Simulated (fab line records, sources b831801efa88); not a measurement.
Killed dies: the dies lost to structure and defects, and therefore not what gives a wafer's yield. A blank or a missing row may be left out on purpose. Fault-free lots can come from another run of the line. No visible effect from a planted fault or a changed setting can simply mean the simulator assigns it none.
Problem report, 8D (eight disciplines) form, completed by code | flow sky130 | the parts of the form that need people (team, actions taken, sign-off) are left out

== 1. WHAT WENT WRONG ==
VT_ADJUST_LVTN_TW at SKY_VT_ADJUST_LVTN_TW_MEAS_10 reads a mean of 272 on 6 wafers of 2 lots; wafers without a fault read 241 with a standard deviation of 3.3. Relative to the usual mean, that is a shift of +9.4 standard deviations.
Seen first at day 9 22:44 on film_metro-04, wafer L246.3. The record has a number at this step for 36 wafers belonging to 12 lots. Rule for "out" (also "out of limits"): further than 4 standard deviations from the usual mean. The rest of the wafers with a number are treated as sound.

== 2. WHAT IT IS, WHAT IT ISN'T ==
question                    | is                           | is not
which readings at this step | VT_ADJUST_LVTN_TW            | -
which lots                  | L246, L251                   | L237, L238, L240, L242, L243, L244, L245, L252, L255, L256
which wafers of those lots  | all that have a number       | -
read on which gauges        | film_metro-02, film_metro-04 | film_metro-03
when                        | from day 9 22:44             | up to then (21 sound wafers); but 9 sound wafers of L252, L255, L256 came after

== 3. THE SUSPECTS, EACH WITH WHAT RULES IT OUT ==
Counting: a tool at any process step up to the reading remains a suspect when it ran all the lots that are out and ran no sound lot after the first of those.
- the gauge at SKY_VT_ADJUST_LVTN_TW_MEAS_10: ruled out. The wafers that are out were read on 2 gauges (film_metro-02, film_metro-04).
- implanter-03 at SKY_VT_ADJUST_LVTN_IMPLANT_08: kept. It processed each lot that is out, first L246 at day 9 22:31, and no sound lot thereafter; up to then, the last sound lot it processed was L245 at day 9 08:52. On those wafers its own readings are out: dose_ions_cm2, faraday_current_uA.
The count leaves implanter-03 at SKY_VT_ADJUST_LVTN_IMPLANT_08.

== 4. THE CAUSE (what the simulator had put in) ==
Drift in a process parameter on implanter-03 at SKY_VT_ADJUST_LVTN_IMPLANT_08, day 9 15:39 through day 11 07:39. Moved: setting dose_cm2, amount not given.
After counting, this tool was the only one left.

== 5. THE EFFECT CHAIN, in route order ==
One row per reading whose mean, taken over the struck wafers that have a number, lies over 3 standard deviations from the usual. Scope: only readings with a usual standard deviation given in the record; hours: median across lots of the time from each lot's start at the first step in this table that gives one to its start at this step; sigmas: change in usual standard deviations.
hours | step                          | reading            | usual      | on struck wafers | change      | sigmas
0     | SKY_VT_ADJUST_LVTN_IMPLANT_08 | dose_ions_cm2      | 1.5702e+12 | 2.3456e+12       | +7.7535e+11 | +99 or more
0     | SKY_VT_ADJUST_LVTN_IMPLANT_08 | faraday_current_uA | 8.88       | 13.19            | +4.31       | +24
0     | SKY_VT_ADJUST_LVTN_TW_MEAS_10 | VT_ADJUST_LVTN_TW  | 241        | 272              | +31         | +9.4
Here are the process steps it includes:
- SKY_VT_ADJUST_LVTN_IMPLANT_08

== 6. HOW IT WOULD HAVE BEEN CAUGHT EARLIER ==
Counted from the fault's start at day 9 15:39, it took 7 hours until the first out-of-limits reading at a measuring or inspecting step in this record, taken at day 9 22:44.
The tool's own readings at SKY_VT_ADJUST_LVTN_IMPLANT_08 were out on every struck wafer that the step has a row for (dose_ions_cm2, faraday_current_uA): an alarm limit on them would have fired on the first of those.
Lots out: 2; of these, L251 started SKY_VT_ADJUST_LVTN_IMPLANT_08 on implanter-03 after day 9 22:44. Holding the tool at that time would have saved it.
